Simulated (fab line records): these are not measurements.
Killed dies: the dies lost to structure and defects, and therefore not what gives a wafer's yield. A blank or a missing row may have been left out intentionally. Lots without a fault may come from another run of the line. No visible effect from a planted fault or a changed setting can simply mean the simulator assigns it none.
Check for tools in common	flow sky130	Sample size 13 lots and 39 wafers

WHY THIS WAS OPENED
SKY_SONOS_ONO_THK_MEAS_01, reading SONOS_ONO_OXIDATION_THK: flagged on 2 of 13 lots. Fault-free wafers read 2.62 nm, with a standard deviation of 0.059.
Rule: flag the lot when none of its wafers has a number, or when each of its wafers that has one lies beyond 4 standard deviations from that mean. All remaining lots are regarded as sound.

lot	measured	on	SONOS_ONO_OXIDATION_THK (nm), wafer by wafer	flag
L382	day 11 04:34	filmMetro-02	2.65 2.58 2.62	
L383	day 11 18:31	filmMetro-02	2.59 2.66 2.56	
L384	day 12 07:08	filmMetro-03	2.62 2.64 2.64	
L386	day 12 19:53	filmMetro-03	2.64 2.63 2.60	
L389	day 13 16:42	filmMetro-03	2.20 2.21 2.18	FLAGGED
L390	day 14 03:48	filmMetro-01	2.25 2.23 2.23	FLAGGED
L395	day 15 19:44	filmMetro-01	2.58 2.59 2.59	
L398	day 16 14:13	filmMetro-03	2.80 2.77 2.76	
L401	day 17 15:47	filmMetro-03	2.59 2.64 2.61	
L402	day 17 23:11	filmMetro-02	2.56 2.65 2.61	
L403	day 18 04:24	filmMetro-01	2.57 2.51 2.51	
L404	day 18 22:01	filmMetro-01	2.68 2.71 2.65	
L405	day 19 04:25	filmMetro-03	2.60 2.62 2.66	
On average the flagged lots' numbers are 2.22 nm, which is -0.40 nm against the usual, or -7 standard deviations.

WHICH TOOL EACH LOT WENT THROUGH
The record keeps 1 process step preceding the reading, out of 708 steps on the route. Cell contents, in order: the tool; ch with the chambers the sampled wafers went through; the start.
lot	flag	SKY_SONOS_ONO_OXIDATION_00
L382		furnace-02 ch 0, day 11 03:13
L383		furnace-02 ch 0, day 11 17:09
L384		furnace-02 ch 0, day 12 05:47
L386		furnace-02 ch 0, day 12 18:32
L389	FLAGGED	furnace-02 ch 0, day 13 15:20
L390	FLAGGED	furnace-02 ch 0, day 14 02:27
L395		furnace-01 ch 0, day 15 18:23
L398		furnace-02 ch 0, day 16 12:51
L401		furnace-02 ch 0, day 17 14:26
L402		furnace-01 ch 0, day 17 21:50
L403		furnace-02 ch 0, day 18 03:02
L404		furnace-02 ch 0, day 18 20:40
L405		furnace-02 ch 0, day 19 03:04
What is done by these steps:
- SKY_SONOS_ONO_OXIDATION_00: stabilise 600 s, purge 300 s, target thk 2.6 nm.
- SKY_SONOS_ONO_THK_MEAS_01

FLAGGED OVER TOTAL, TOOL BY TOOL (the gauges that took the reading come last)
step	tool	lots run	flagged	share of the flagged lots	sound lots run after its first flagged lot
SKY_SONOS_ONO_OXIDATION_00	furnace-01	2	0	none	-
SKY_SONOS_ONO_OXIDATION_00	furnace-02	11	2	all	5 (L398,L401,L403,L404,L405)
SKY_SONOS_ONO_THK_MEAS_01	filmMetro-01	4	1	some	3 (L395,L403,L404)
SKY_SONOS_ONO_THK_MEAS_01	filmMetro-02	3	0	none	-
SKY_SONOS_ONO_THK_MEAS_01	filmMetro-03	6	1	some	3 (L398,L401,L405)

WHAT THE TABLE PERMITS
All flagged lots share 1 row of the table, namely furnace-02 at SKY_SONOS_ONO_OXIDATION_00.
- furnace-02 at SKY_SONOS_ONO_OXIDATION_00 ran 11 lots, 2 of them flagged. Sound lots ran on it after the first flagged one (L398, L401, L403, L404, L405), which a lasting fault on the whole tool wouldn't allow.
Not one row of the table ran every flagged lot while running no sound lot after the first.

WHAT THE SIMULATOR HAD PUT IN
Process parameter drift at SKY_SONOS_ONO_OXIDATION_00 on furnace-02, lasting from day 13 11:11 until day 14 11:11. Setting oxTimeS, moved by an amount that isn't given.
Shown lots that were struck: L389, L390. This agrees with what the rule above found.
